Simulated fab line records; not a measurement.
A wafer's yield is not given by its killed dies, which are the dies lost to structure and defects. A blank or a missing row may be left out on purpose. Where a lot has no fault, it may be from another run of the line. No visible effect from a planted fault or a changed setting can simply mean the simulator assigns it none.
fab line records / flow gf180mcu
[record] lots = 14 wafers = 42 lastDay = 34
route steps=602 shown STI@14 MVPSD@85 VT_IMPLANT@119
lots that met no fault: taken from a fault-free run of the same line
startH: start of the lot's first displayed wafer, in hours after the record's first day / waitH: hours elapsed since this lot's preceding step / " repeats the value in the row above / L1.1+2: a row that stands for several wafers / - no value, or no start given / * or withheld: withheld / < > ~ a bound
route shown NAME@n: NAME is a module with steps in the file, n the number in the route of the first one / usual: mean/standard deviation of fault-free wafers / same: alike in all rows / chamber/n: place in a boat / sites: readings site by site / _std_site: standard deviation of those values / _edge_site: mean of outer sites minus mean of inner sites / radiusMm: how far each site lies from the wafer's centre / mask NAME#n: copy n / behind: the tool/chamber that last shaped the wafer / hold: cause of the lot's hold/its duration in hours/its outcome / device: the transistor (n, p or np) that didn't switch / end of line: the same wafers' tests at the end of the route / where a step has no rows: the recipe by itself / killed: dies lost to structure and defects at the first sort, not the wafer's yield / map: per-die view of a wafer (x killed, . not killed, _ where there is no die)
set.NAME: the setting as run; set.NAME@STEP: as run at that earlier step / model.NAME: the simulator's own value behind a step, which no gauge read
a sample of lots followed through the steps of the route, with each step as a table and each wafer as a row
services: from which hour (startH, from the record's first day; less than 0 if before it) a tool's chamber was out of use, for how many hours, and why
[[steps]]
[step GF_STI_ETCH_13]
[recipe] chemistry = CHF3/O2 stopOn = Si overEtchFrac = 0.3 targetDepthA = 2823.1 sourceW = 600 biasW = 200 pressureMtorr = 40 chf3FlowSccm = 50 O2_flow_sccm = 5 timeS = 112.9
[usual] biasW = 200.0/0.51 chamberPressureMTorr = 40.00/0.037 drypumpMotorCurrentA = 5.7/0.4 oesProductAu = 0.832/0.0061 throttleValvePct = 8.810/0.009
lot.wafer=L421.2 tool=rieDiel-02 chamber=2 startH=25.83 waitH=0.1 biasW=198.8 chamberPressureMTorr=40.00 drypumpMotorCurrentA=6.4 oesProductAu=0.828 rfHoursCounterH=68 throttleValvePct=8.824
lot.wafer=L421.3 tool=rieDiel-02 chamber=0 startH=25.83 waitH=0.1 biasW=200.3 chamberPressureMTorr=39.95 drypumpMotorCurrentA=5.9 oesProductAu=0.839 rfHoursCounterH=22 throttleValvePct=8.805
lot.wafer=L421.5 tool=rieDiel-02 chamber=1 startH=25.83 waitH=0.1 biasW=199.7 chamberPressureMTorr=39.96 drypumpMotorCurrentA=5.7 oesProductAu=0.835 rfHoursCounterH=- throttleValvePct=8.818
lot.wafer=L422.1 tool=rieDiel-01 chamber=3 startH=31.35 waitH=0.1 biasW=201.6 chamberPressureMTorr=39.99 drypumpMotorCurrentA=5.1 oesProductAu=0.826 rfHoursCounterH=38 throttleValvePct=8.813
lot.wafer=L422.2 tool=rieDiel-01 chamber=2 startH=31.35 waitH=0.1 biasW=200.7 chamberPressureMTorr=40.03 drypumpMotorCurrentA=5.2 oesProductAu=0.837 rfHoursCounterH=79 throttleValvePct=8.802
lot.wafer=L422.3 tool=rieDiel-01 chamber=1 startH=31.35 waitH=0.1 biasW=200.4 chamberPressureMTorr=40.01 drypumpMotorCurrentA=6.0 oesProductAu=0.844 rfHoursCounterH=26 throttleValvePct=8.815
lot.wafer=L423.1 tool=rieDiel-03 chamber=0 startH=35.45 waitH=0.1 biasW=200.6 chamberPressureMTorr=39.95 drypumpMotorCurrentA=5.6 oesProductAu=0.825 rfHoursCounterH=94 throttleValvePct=8.809
lot.wafer=L423.3 tool=rieDiel-03 chamber=2 startH=35.45 waitH=0.1 biasW=200.7 chamberPressureMTorr=39.96 drypumpMotorCurrentA=6.4 oesProductAu=0.830 rfHoursCounterH=69 throttleValvePct=8.802
lot.wafer=L423.6 tool=rieDiel-03 chamber=3 startH=35.45 waitH=0.1 biasW=200.3 chamberPressureMTorr=40.08 drypumpMotorCurrentA=5.2 oesProductAu=0.827 rfHoursCounterH=- throttleValvePct=8.808
lot.wafer=L424.2 tool=rieDiel-01 chamber=2 startH=40.88 waitH=0.1 biasW=199.6 chamberPressureMTorr=40.03 drypumpMotorCurrentA=5.2 oesProductAu=0.828 rfHoursCounterH=79 throttleValvePct=8.805
lot.wafer=L424.5 tool=rieDiel-01 chamber=0 startH=40.88 waitH=0.1 biasW=199.5 chamberPressureMTorr=40.00 drypumpMotorCurrentA=5.6 oesProductAu=0.832 rfHoursCounterH=- throttleValvePct=8.790
lot.wafer=L424.6 tool=rieDiel-01 chamber=3 startH=40.88 waitH=0.1 biasW=199.5 chamberPressureMTorr=39.98 drypumpMotorCurrentA=5.1 oesProductAu=0.842 rfHoursCounterH=- throttleValvePct=8.810
lot.wafer=L426.3 tool=rieDiel-03 chamber=3 startH=51.18 waitH=0.1 biasW=200.0 chamberPressureMTorr=39.98 drypumpMotorCurrentA=5.2 oesProductAu=0.829 rfHoursCounterH=10 throttleValvePct=8.808
lot.wafer=L426.5 tool=rieDiel-03 chamber=1 startH=51.18 waitH=0.1 biasW=199.2 chamberPressureMTorr=39.99 drypumpMotorCurrentA=5.6 oesProductAu=0.836 rfHoursCounterH=- throttleValvePct=8.799
lot.wafer=L426.6 tool=rieDiel-03 chamber=2 startH=51.18 waitH=0.1 biasW=198.9 chamberPressureMTorr=39.95 drypumpMotorCurrentA=6.3 oesProductAu=0.834 rfHoursCounterH=- throttleValvePct=8.809
lot.wafer=L429.3 tool=rieDiel-03 chamber=2 startH=66.70 waitH=0.1 biasW=199.2 chamberPressureMTorr=40.02 drypumpMotorCurrentA=6.4 oesProductAu=0.826 rfHoursCounterH=70 throttleValvePct=8.815
lot.wafer=L429.4 tool=rieDiel-03 chamber=1 startH=66.70 waitH=0.1 biasW=199.8 chamberPressureMTorr=39.99 drypumpMotorCurrentA=5.6 oesProductAu=0.836 rfHoursCounterH=88 throttleValvePct=8.793
lot.wafer=L429.6 tool=rieDiel-03 chamber=1 startH=66.70 waitH=0.1 biasW=200.2 chamberPressureMTorr=40.00 drypumpMotorCurrentA=5.6 oesProductAu=0.833 rfHoursCounterH=- throttleValvePct=8.821
lot.wafer=L430.1 tool=rieDiel-01 chamber=2 startH=71.59 waitH=0.1 biasW=200.7 chamberPressureMTorr=39.98 drypumpMotorCurrentA=5.1 oesProductAu=0.829 rfHoursCounterH=80 throttleValvePct=8.810
lot.wafer=L430.2 tool=rieDiel-01 chamber=1 startH=71.59 waitH=0.1 biasW=200.7 chamberPressureMTorr=39.95 drypumpMotorCurrentA=6.0 oesProductAu=0.827 rfHoursCounterH=27 throttleValvePct=8.804
lot.wafer=L430.3 tool=rieDiel-01 chamber=0 startH=71.59 waitH=0.1 biasW=199.8 chamberPressureMTorr=40.03 drypumpMotorCurrentA=5.6 oesProductAu=0.827 rfHoursCounterH=117 throttleValvePct=8.796
lot.wafer=L431.1 tool=rieDiel-02 chamber=1 startH=76.54 waitH=0.1 biasW=200.0 chamberPressureMTorr=39.97 drypumpMotorCurrentA=5.6 oesProductAu=0.830 rfHoursCounterH=5 throttleValvePct=8.797
lot.wafer=L431.3 tool=rieDiel-02 chamber=0 startH=76.54 waitH=0.1 biasW=200.5 chamberPressureMTorr=40.04 drypumpMotorCurrentA=5.9 oesProductAu=0.831 rfHoursCounterH=24 throttleValvePct=8.805
lot.wafer=L431.4 tool=rieDiel-02 chamber=1 startH=76.54 waitH=0.1 biasW=201.4 chamberPressureMTorr=40.04 drypumpMotorCurrentA=5.6 oesProductAu=0.832 rfHoursCounterH=- throttleValvePct=8.792
lot.wafer=L432.1 tool=rieDiel-03 chamber=2 startH=82.73 waitH=0.1 biasW=199.8 chamberPressureMTorr=39.97 drypumpMotorCurrentA=6.3 oesProductAu=0.826 rfHoursCounterH=70 throttleValvePct=8.812
lot.wafer=L432.5 tool=rieDiel-03 chamber=1 startH=82.73 waitH=0.1 biasW=200.3 chamberPressureMTorr=40.02 drypumpMotorCurrentA=5.6 oesProductAu=0.834 rfHoursCounterH=- throttleValvePct=8.810
lot.wafer=L432.6 tool=rieDiel-03 chamber=0 startH=82.73 waitH=0.1 biasW=200.1 chamberPressureMTorr=39.95 drypumpMotorCurrentA=5.7 oesProductAu=0.840 rfHoursCounterH=- throttleValvePct=8.800
lot.wafer=L433.1 tool=rieDiel-02 chamber=2 startH=88.65 waitH=0.1 biasW=198.9 chamberPressureMTorr=39.96 drypumpMotorCurrentA=6.4 oesProductAu=0.846 rfHoursCounterH=68 throttleValvePct=8.822
lot.wafer=L433.3 tool=rieDiel-02 chamber=1 startH=88.65 waitH=0.1 biasW=200.4 chamberPressureMTorr=40.02 drypumpMotorCurrentA=5.7 oesProductAu=0.835 rfHoursCounterH=5 throttleValvePct=8.823
lot.wafer=L433.5 tool=rieDiel-02 chamber=1 startH=88.65 waitH=0.1 biasW=200.6 chamberPressureMTorr=39.96 drypumpMotorCurrentA=5.7 oesProductAu=0.830 rfHoursCounterH=- throttleValvePct=8.793
lot.wafer=L434.2 tool=rieDiel-02 chamber=1 startH=91.99 waitH=0.1 biasW=199.8 chamberPressureMTorr=40.00 drypumpMotorCurrentA=5.7 oesProductAu=0.824 rfHoursCounterH=5 throttleValvePct=8.823
lot.wafer=L434.4 tool=rieDiel-02 chamber=0 startH=91.99 waitH=0.1 biasW=199.8 chamberPressureMTorr=39.96 drypumpMotorCurrentA=5.9 oesProductAu=0.834 rfHoursCounterH=24 throttleValvePct=8.800
lot.wafer=L434.5 tool=rieDiel-02 chamber=2 startH=91.99 waitH=0.1 biasW=200.1 chamberPressureMTorr=39.97 drypumpMotorCurrentA=6.4 oesProductAu=0.830 rfHoursCounterH=- throttleValvePct=8.810
lot.wafer=L441.4 tool=rieDiel-02 chamber=2 startH=128.12 waitH=0.1 biasW=199.7 chamberPressureMTorr=39.96 drypumpMotorCurrentA=6.4 oesProductAu=0.832 rfHoursCounterH=- throttleValvePct=8.800
lot.wafer=L441.5 tool=rieDiel-02 chamber=3 startH=128.12 waitH=0.1 biasW=199.6 chamberPressureMTorr=40.01 drypumpMotorCurrentA=5.5 oesProductAu=0.836 rfHoursCounterH=- throttleValvePct=8.804
lot.wafer=L441.6 tool=rieDiel-02 chamber=1 startH=128.12 waitH=0.1 biasW=199.9 chamberPressureMTorr=40.02 drypumpMotorCurrentA=5.6 oesProductAu=0.826 rfHoursCounterH=- throttleValvePct=8.819
lot.wafer=L443.1 tool=rieDiel-01 chamber=3 startH=138.83 waitH=0.1 biasW=200.1 chamberPressureMTorr=39.95 drypumpMotorCurrentA=5.1 oesProductAu=0.837 rfHoursCounterH=41 throttleValvePct=8.809
lot.wafer=L443.3 tool=rieDiel-01 chamber=0 startH=138.83 waitH=0.1 biasW=200.0 chamberPressureMTorr=39.97 drypumpMotorCurrentA=5.6 oesProductAu=0.837 rfHoursCounterH=119 throttleValvePct=8.829
lot.wafer=L443.4 tool=rieDiel-01 chamber=2 startH=138.83 waitH=0.1 biasW=200.1 chamberPressureMTorr=40.00 drypumpMotorCurrentA=5.2 oesProductAu=0.825 rfHoursCounterH=81 throttleValvePct=8.821
lot.wafer=L444.1 tool=rieDiel-02 chamber=1 startH=143.43 waitH=0.1 biasW=200.0 chamberPressureMTorr=40.02 drypumpMotorCurrentA=5.7 oesProductAu=0.834 rfHoursCounterH=7 throttleValvePct=8.818
lot.wafer=L444.2 tool=rieDiel-02 chamber=3 startH=143.43 waitH=0.1 biasW=199.2 chamberPressureMTorr=39.97 drypumpMotorCurrentA=5.5 oesProductAu=0.834 rfHoursCounterH=152 throttleValvePct=8.803
lot.wafer=L444.5 tool=rieDiel-02 chamber=2 startH=143.43 waitH=0.1 biasW=200.7 chamberPressureMTorr=39.93 drypumpMotorCurrentA=6.4 oesProductAu=0.830 rfHoursCounterH=- throttleValvePct=8.803
[step GF_STI_OXIDATION_29]
[recipe] tempC = 900 ambient = O2 stabiliseS = 600 purgeS = 300 targetThkA = 100 oxTimeS = 1418
[usual] oxTempC = 899.9/0.42 oxTempCMax = 904.5/2.1
lot.wafer=L421.2 tool=furnace-01 chamber=0 startH=28.81 waitH=0.0 oxTempC=899.8 oxTempCMax=906.5
lot.wafer=L421.3 tool=furnace-01 chamber=0 startH=28.81 waitH=0.0 oxTempC=900.4 oxTempCMax=907.5
lot.wafer=L421.5 tool=furnace-01 chamber=0 startH=28.81 waitH=0.0 oxTempC=900.2 oxTempCMax=905.1
lot.wafer=L422.1 tool=furnace-01 chamber=0 startH=34.83 waitH=0.6 oxTempC=900.0 oxTempCMax=905.5
lot.wafer=L422.2 tool=furnace-01 chamber=0 startH=34.83 waitH=0.6 oxTempC=900.4 oxTempCMax=908.2
lot.wafer=L422.3 tool=furnace-01 chamber=0 startH=34.83 waitH=0.6 oxTempC=901.0 oxTempCMax=907.3
lot.wafer=L423.1 tool=furnace-02 chamber=0 startH=38.44 waitH=0.0 oxTempC=900.1 oxTempCMax=902.9
lot.wafer=L423.3 tool=furnace-02 chamber=0 startH=38.44 waitH=0.0 oxTempC=900.0 oxTempCMax=903.0
lot.wafer=L423.6 tool=furnace-02 chamber=0 startH=38.44 waitH=0.0 oxTempC=900.0 oxTempCMax=902.4
lot.wafer=L424.2 tool=furnace-02 chamber=0 startH=43.78 waitH=0.0 oxTempC=900.2 oxTempCMax=903.0
lot.wafer=L424.5 tool=furnace-02 chamber=0 startH=43.78 waitH=0.0 oxTempC=900.3 oxTempCMax=903.4
lot.wafer=L424.6 tool=furnace-02 chamber=0 startH=43.78 waitH=0.0 oxTempC=899.5 oxTempCMax=902.1
lot.wafer=L426.3 tool=furnace-01 chamber=0 startH=54.03 waitH=0.0 oxTempC=900.2 oxTempCMax=907.0
lot.wafer=L426.5 tool=furnace-01 chamber=0 startH=54.03 waitH=0.0 oxTempC=900.1 oxTempCMax=905.6
lot.wafer=L426.6 tool=furnace-01 chamber=0 startH=54.03 waitH=0.0 oxTempC=900.4 oxTempCMax=905.6
lot.wafer=L429.3 tool=furnace-01 chamber=0 startH=72.53 waitH=1.8 oxTempC=900.1 oxTempCMax=905.6
lot.wafer=L429.4 tool=furnace-01 chamber=0 startH=72.53 waitH=1.8 oxTempC=899.9 oxTempCMax=907.1
lot.wafer=L429.6 tool=furnace-01 chamber=0 startH=72.53 waitH=1.8 oxTempC=900.6 oxTempCMax=908.8
lot.wafer=L430.1 tool=furnace-02 chamber=0 startH=74.81 waitH=0.0 oxTempC=899.9 oxTempCMax=902.3
lot.wafer=L430.2 tool=furnace-02 chamber=0 startH=74.81 waitH=0.0 oxTempC=899.5 oxTempCMax=902.9
lot.wafer=L430.3 tool=furnace-02 chamber=0 startH=74.81 waitH=0.0 oxTempC=899.8 oxTempCMax=902.7
lot.wafer=L431.1 tool=furnace-01 chamber=- startH=79.36 waitH=0.0 oxTempC=- oxTempCMax=-
lot.wafer=L431.3 tool=furnace-01 chamber=- startH=79.36 waitH=0.0 oxTempC=- oxTempCMax=-
lot.wafer=L431.4 tool=furnace-01 chamber=- startH=79.36 waitH=0.0 oxTempC=- oxTempCMax=-
lot.wafer=L432.1 tool=furnace-01 chamber=- startH=86.35 waitH=0.8 oxTempC=- oxTempCMax=-
lot.wafer=L432.5 tool=furnace-01 chamber=- startH=86.35 waitH=0.8 oxTempC=- oxTempCMax=-
lot.wafer=L432.6 tool=furnace-01 chamber=- startH=86.35 waitH=0.8 oxTempC=- oxTempCMax=-
lot.wafer=L433.1 tool=furnace-01 chamber=0 startH=91.65 waitH=0.0 oxTempC=899.9 oxTempCMax=905.9
lot.wafer=L433.3 tool=furnace-01 chamber=0 startH=91.65 waitH=0.0 oxTempC=900.1 oxTempCMax=906.5
lot.wafer=L433.5 tool=furnace-01 chamber=0 startH=91.65 waitH=0.0 oxTempC=899.9 oxTempCMax=906.2
lot.wafer=L434.2 tool=furnace-02 chamber=0 startH=94.81 waitH=0.0 oxTempC=899.9 oxTempCMax=902.6
lot.wafer=L434.4 tool=furnace-02 chamber=0 startH=94.81 waitH=0.0 oxTempC=899.7 oxTempCMax=902.9
lot.wafer=L434.5 tool=furnace-02 chamber=0 startH=94.81 waitH=0.0 oxTempC=900.2 oxTempCMax=903.0
lot.wafer=L441.4 tool=furnace-01 chamber=0 startH=131.39 waitH=0.4 oxTempC=898.9 oxTempCMax=904.9
lot.wafer=L441.5 tool=furnace-01 chamber=0 startH=131.39 waitH=0.4 oxTempC=899.8 oxTempCMax=905.2
lot.wafer=L441.6 tool=furnace-01 chamber=0 startH=131.39 waitH=0.4 oxTempC=899.6 oxTempCMax=906.9
lot.wafer=L443.1 tool=furnace-02 chamber=0 startH=141.67 waitH=0.0 oxTempC=900.5 oxTempCMax=902.6
lot.wafer=L443.3 tool=furnace-02 chamber=0 startH=141.67 waitH=0.0 oxTempC=899.8 oxTempCMax=902.5
lot.wafer=L443.4 tool=furnace-02 chamber=0 startH=141.67 waitH=0.0 oxTempC=899.9 oxTempCMax=902.2
lot.wafer=L444.1 tool=furnace-01 chamber=0 startH=147.02 waitH=0.0 oxTempC=899.3 oxTempCMax=905.4
lot.wafer=L444.2 tool=furnace-01 chamber=0 startH=147.02 waitH=0.0 oxTempC=899.5 oxTempCMax=908.3
lot.wafer=L444.5 tool=furnace-01 chamber=0 startH=147.02 waitH=0.0 oxTempC=899.7 oxTempCMax=908.1
[step GF_MVPSD_OVL_MEAS_07]
[usual] MVPSD_OVL = -0.7/1.3
lot.wafer=L421.2 tool=overlay-02 chamber=- startH=97.34 waitH=- MVPSD_OVL[nm]=-2.8
lot.wafer=L421.3 tool=overlay-02 chamber=- startH=97.34 waitH=- MVPSD_OVL[nm]=-1.6
lot.wafer=L421.5 tool=overlay-02 chamber=- startH=97.34 waitH=- MVPSD_OVL[nm]=-2.0
lot.wafer=L422.1 tool=overlay-02 chamber=- startH=103.48 waitH=- MVPSD_OVL[nm]=0.6
lot.wafer=L422.2 tool=overlay-02 chamber=- startH=103.48 waitH=- MVPSD_OVL[nm]=-0.2
lot.wafer=L422.3 tool=overlay-02 chamber=- startH=103.48 waitH=- MVPSD_OVL[nm]=0.0
lot.wafer=L423.1 tool=overlay-01 chamber=- startH=110.08 waitH=- MVPSD_OVL[nm]=-0.1
lot.wafer=L423.3 tool=overlay-01 chamber=- startH=110.08 waitH=- MVPSD_OVL[nm]=0.1
lot.wafer=L423.6 tool=overlay-01 chamber=- startH=110.08 waitH=- MVPSD_OVL[nm]=0.0
lot.wafer=L424.2 tool=overlay-02 chamber=- startH=114.62 waitH=- MVPSD_OVL[nm]=-1.8
lot.wafer=L424.5 tool=overlay-02 chamber=- startH=114.62 waitH=- MVPSD_OVL[nm]=-2.1
lot.wafer=L424.6 tool=overlay-02 chamber=- startH=114.62 waitH=- MVPSD_OVL[nm]=-1.7
lot.wafer=L426.3 tool=overlay-02 chamber=- startH=125.68 waitH=- MVPSD_OVL[nm]=1.3
lot.wafer=L426.5 tool=overlay-02 chamber=- startH=125.68 waitH=- MVPSD_OVL[nm]=-0.1
lot.wafer=L426.6 tool=overlay-02 chamber=- startH=125.68 waitH=- MVPSD_OVL[nm]=0.1
lot.wafer=L429.3 tool=overlay-02 chamber=- startH=146.89 waitH=- MVPSD_OVL[nm]=-0.5
lot.wafer=L429.4 tool=overlay-02 chamber=- startH=146.89 waitH=- MVPSD_OVL[nm]=-1.5
lot.wafer=L429.6 tool=overlay-02 chamber=- startH=146.89 waitH=- MVPSD_OVL[nm]=-0.1
lot.wafer=L430.1 tool=overlay-01 chamber=- startH=150.43 waitH=- MVPSD_OVL[nm]=-0.3
lot.wafer=L430.2 tool=overlay-01 chamber=- startH=150.43 waitH=- MVPSD_OVL[nm]=-0.4
lot.wafer=L430.3 tool=overlay-01 chamber=- startH=150.43 waitH=- MVPSD_OVL[nm]=1.3
lot.wafer=L433.1 tool=overlay-02 chamber=- startH=168.46 waitH=- MVPSD_OVL[nm]=-1.0
lot.wafer=L433.3 tool=overlay-02 chamber=- startH=168.46 waitH=- MVPSD_OVL[nm]=-0.8
lot.wafer=L433.5 tool=overlay-02 chamber=- startH=168.46 waitH=- MVPSD_OVL[nm]=0.1
lot.wafer=L434.2 tool=overlay-02 chamber=- startH=173.32 waitH=- MVPSD_OVL[nm]=0.0
lot.wafer=L434.4 tool=overlay-02 chamber=- startH=173.32 waitH=- MVPSD_OVL[nm]=0.8
lot.wafer=L434.5 tool=overlay-02 chamber=- startH=173.32 waitH=- MVPSD_OVL[nm]=-0.5
lot.wafer=L441.4 tool=overlay-01 chamber=- startH=214.93 waitH=- MVPSD_OVL[nm]=-3.0
lot.wafer=L441.5 tool=overlay-01 chamber=- startH=214.93 waitH=- MVPSD_OVL[nm]=-3.5
lot.wafer=L441.6 tool=overlay-01 chamber=- startH=214.93 waitH=- MVPSD_OVL[nm]=-2.9
lot.wafer=L443.1 tool=overlay-02 chamber=- startH=226.88 waitH=- MVPSD_OVL[nm]=0.5
lot.wafer=L443.3 tool=overlay-02 chamber=- startH=226.88 waitH=- MVPSD_OVL[nm]=1.7
lot.wafer=L443.4 tool=overlay-02 chamber=- startH=226.88 waitH=- MVPSD_OVL[nm]=0.9
lot.wafer=L444.1 tool=overlay-01 chamber=- startH=233.46 waitH=- MVPSD_OVL[nm]=1.1
lot.wafer=L444.2 tool=overlay-01 chamber=- startH=233.46 waitH=- MVPSD_OVL[nm]=-0.2
lot.wafer=L444.5 tool=overlay-01 chamber=- startH=233.46 waitH=- MVPSD_OVL[nm]=-1.3
[step GF_VT_IMPLANT_OVL_MEAS_29]
[usual] VT_IMPLANT_02_OVL = 0.6/1.2
lot.wafer=L421.2 tool=overlay-01 chamber=- startH=141.64 waitH=0.1 VT_IMPLANT_02_OVL[nm]=-1.2
lot.wafer=L421.3 tool=overlay-01 chamber=- startH=141.64 waitH=0.1 VT_IMPLANT_02_OVL[nm]=-0.8
lot.wafer=L421.5 tool=overlay-01 chamber=- startH=141.64 waitH=0.1 VT_IMPLANT_02_OVL[nm]=-0.1
lot.wafer=L422.1 tool=overlay-02 chamber=- startH=149.13 waitH=0.1 VT_IMPLANT_02_OVL[nm]=0.5
lot.wafer=L422.2 tool=overlay-02 chamber=- startH=149.13 waitH=0.1 VT_IMPLANT_02_OVL[nm]=1.6
lot.wafer=L422.3 tool=overlay-02 chamber=- startH=149.13 waitH=0.1 VT_IMPLANT_02_OVL[nm]=1.5
lot.wafer=L423.1 tool=overlay-01 chamber=- startH=156.16 waitH=0.1 VT_IMPLANT_02_OVL[nm]=0.1
lot.wafer=L423.3 tool=overlay-01 chamber=- startH=156.16 waitH=0.1 VT_IMPLANT_02_OVL[nm]=-1.0
lot.wafer=L423.6 tool=overlay-01 chamber=- startH=156.16 waitH=0.1 VT_IMPLANT_02_OVL[nm]=-1.1
lot.wafer=L424.2 tool=overlay-02 chamber=- startH=159.46 waitH=0.1 VT_IMPLANT_02_OVL[nm]=2.1
lot.wafer=L424.5 tool=overlay-02 chamber=- startH=159.46 waitH=0.1 VT_IMPLANT_02_OVL[nm]=1.3
lot.wafer=L424.6 tool=overlay-02 chamber=- startH=159.46 waitH=0.1 VT_IMPLANT_02_OVL[nm]=2.0
lot.wafer=L426.3 tool=overlay-01 chamber=- startH=173.02 waitH=0.1 VT_IMPLANT_02_OVL[nm]=1.5
lot.wafer=L426.5 tool=overlay-01 chamber=- startH=173.02 waitH=0.1 VT_IMPLANT_02_OVL[nm]=-0.7
lot.wafer=L426.6 tool=overlay-01 chamber=- startH=173.02 waitH=0.1 VT_IMPLANT_02_OVL[nm]=0.0
lot.wafer=L429.3 tool=overlay-02 chamber=- startH=195.53 waitH=0.1 VT_IMPLANT_02_OVL[nm]=0.1
lot.wafer=L429.4 tool=overlay-02 chamber=- startH=195.53 waitH=0.1 VT_IMPLANT_02_OVL[nm]=1.3
lot.wafer=L429.6 tool=overlay-02 chamber=- startH=195.53 waitH=0.1 VT_IMPLANT_02_OVL[nm]=-0.4
lot.wafer=L430.1 tool=overlay-02 chamber=- startH=198.06 waitH=0.1 VT_IMPLANT_02_OVL[nm]=0.1
lot.wafer=L430.2 tool=overlay-02 chamber=- startH=198.06 waitH=0.1 VT_IMPLANT_02_OVL[nm]=0.0
lot.wafer=L430.3 tool=overlay-02 chamber=- startH=198.06 waitH=0.1 VT_IMPLANT_02_OVL[nm]=1.1
lot.wafer=L433.1 tool=overlay-01 chamber=- startH=218.13 waitH=0.1 VT_IMPLANT_02_OVL[nm]=0.8
lot.wafer=L433.3 tool=overlay-01 chamber=- startH=218.13 waitH=0.1 VT_IMPLANT_02_OVL[nm]=0.5
lot.wafer=L433.5 tool=overlay-01 chamber=- startH=218.13 waitH=0.1 VT_IMPLANT_02_OVL[nm]=1.4
lot.wafer=L434.2 tool=overlay-02 chamber=- startH=224.74 waitH=0.1 VT_IMPLANT_02_OVL[nm]=-0.6
lot.wafer=L434.4 tool=overlay-02 chamber=- startH=224.74 waitH=0.1 VT_IMPLANT_02_OVL[nm]=-0.1
lot.wafer=L434.5 tool=overlay-02 chamber=- startH=224.74 waitH=0.1 VT_IMPLANT_02_OVL[nm]=1.2
lot.wafer=L441.4 tool=overlay-01 chamber=- startH=270.83 waitH=0.1 VT_IMPLANT_02_OVL[nm]=0.9
lot.wafer=L441.5 tool=overlay-01 chamber=- startH=270.83 waitH=0.1 VT_IMPLANT_02_OVL[nm]=1.4
lot.wafer=L441.6 tool=overlay-01 chamber=- startH=270.83 waitH=0.1 VT_IMPLANT_02_OVL[nm]=1.5
lot.wafer=L443.1 tool=overlay-02 chamber=- startH=284.46 waitH=0.1 VT_IMPLANT_02_OVL[nm]=2.8
lot.wafer=L443.3 tool=overlay-02 chamber=- startH=284.46 waitH=0.1 VT_IMPLANT_02_OVL[nm]=1.8
lot.wafer=L443.4 tool=overlay-02 chamber=- startH=284.46 waitH=0.1 VT_IMPLANT_02_OVL[nm]=2.0
lot.wafer=L444.1 tool=overlay-01 chamber=- startH=291.11 waitH=0.1 VT_IMPLANT_02_OVL[nm]=0.4
lot.wafer=L444.2 tool=overlay-01 chamber=- startH=291.11 waitH=0.1 VT_IMPLANT_02_OVL[nm]=-1.7
lot.wafer=L444.5 tool=overlay-01 chamber=- startH=291.11 waitH=0.1 VT_IMPLANT_02_OVL[nm]=-2.0
[[services]]
tool=rieDiel-03 chamber=1 startH=10.12 hours=7.4 kind=repair
tool=furnace-01 chamber=- startH=30.20 hours=4.6 kind=pm
tool=rieDiel-02 chamber=2 startH=43.43 hours=41.7 kind=repair
tool=rieDiel-02 chamber=3 startH=98.86 hours=4.6 kind=repair
tool=rieDiel-02 chamber=0 startH=121.89 hours=50.2 kind=repair
[[key]]
[firstSign] step = GF_STI_OXIDATION_29 reading = toolRecord direction = missing
effect none on later readings
metAt GF_STI_OXIDATION_29
struckLots L431,L432
laterRowsLeftOut L431.1,L431.3,L431.4,L432.1,L432.5,L432.6
sortLeftOut L431.1,L431.3,L431.4,L432.1,L432.5,L432.6
testerLeftOut L431,L432
notActingAt GF_STI_ETCH_13,GF_MVPSD_OVL_MEAS_07,GF_VT_IMPLANT_OVL_MEAS_29
onsetBetween 72.53 79.36
[fault] kind = skippedStepWhole tool = furnace-01 chamber = - onsetH = 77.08 steps = GF_STI_OXIDATION_29 scope = struckLotsOnly
// testerLeftOut: of these lots the tester's yield and bins aren't shown, on N5 and GAA mostly nor the transistor test; their killed dies are dies lost to structure and defects alone, not to doping, threshold or leakage, so they don't give the yield
// sortLeftOut: the simulated sort isn't trusted on such a fault, so these wafers' sort isn't shown, and their yield isn't known
// laterRowsLeftOut: the simulator's readings of these wafers behind a module that went badly wrong aren't trusted and aren't shown, but for the sort
